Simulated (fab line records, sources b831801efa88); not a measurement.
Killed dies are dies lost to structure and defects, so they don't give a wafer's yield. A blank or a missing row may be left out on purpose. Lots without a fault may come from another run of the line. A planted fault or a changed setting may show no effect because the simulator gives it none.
Chamber matching | flow gf180mcu | GF_V2_CMP_04 on cmp-01: 4 sister chambers
The step polishes SiO2. 8 wafers are shown with their chamber, then 7 later ones without.

WAFERS WITH THEIR CHAMBER
wafer  | chamber | motor_current_A (A) | slurry_flow_ml_min
L118.1 | 2       | 11.9                | 151.2
L119.2 | 1       | 12.6                | 150.4
L128.5 | 0       | 11.8                | 151.3
L130.2 | 2       | 12.7                | 150.7
L130.4 | 3       | 10.3                | 150.1
L130.5 | 0       | 11.0                | 149.8
L131.2 | 1       | 12.2                | 149.4
L131.3 | 3       | 10.5                | 150.6

WAFERS WITHOUT THEIR CHAMBER
wafer  | motor_current_A (A) | slurry_flow_ml_min
L131.6 | 11.1                | 150.3
L136.2 | 10.2                | 149.8
L136.3 | 12.4                | 150.1
L136.4 | 11.1                | 149.8
L137.2 | 10.3                | 149.4
L137.3 | 10.5                | 150.1
L137.5 | 10.7                | 150.5

WHICH CHAMBER EACH WENT THROUGH
wafer  | from the rows above               | in truth
L131.6 | can't be placed: 0 or 3           | 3
L136.2 | 3                                 | 3
L136.3 | can't be placed: 1 or 2           | 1
L136.4 | can't be placed: 0 or 3 or 1 or 2 | 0
L137.2 | can't be placed: 3 or 0           | 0
L137.3 | can't be placed: 3 or 0           | 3
L137.5 | can't be placed: 3 or 0           | 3
Placed correctly: 1 of 7. Can't be placed from these rows: 6 (the true chamber is among the candidates in 6). Placed wrongly: 0.
How it was worked out, from the rows above alone: a wafer's distance from a chamber is the root of the sum, over the readings, of the square of ((its reading less the chamber's mean) divided by the reading's scatter). The wafer belongs to the nearest chamber; if the next one is less than 2 further off, it can't be placed. A chamber's mean is the mean of its shown wafers. The scatter: the root of (the sum of the squares of (reading less its chamber's mean) over the shown wafers, divided by (wafers less chambers)).
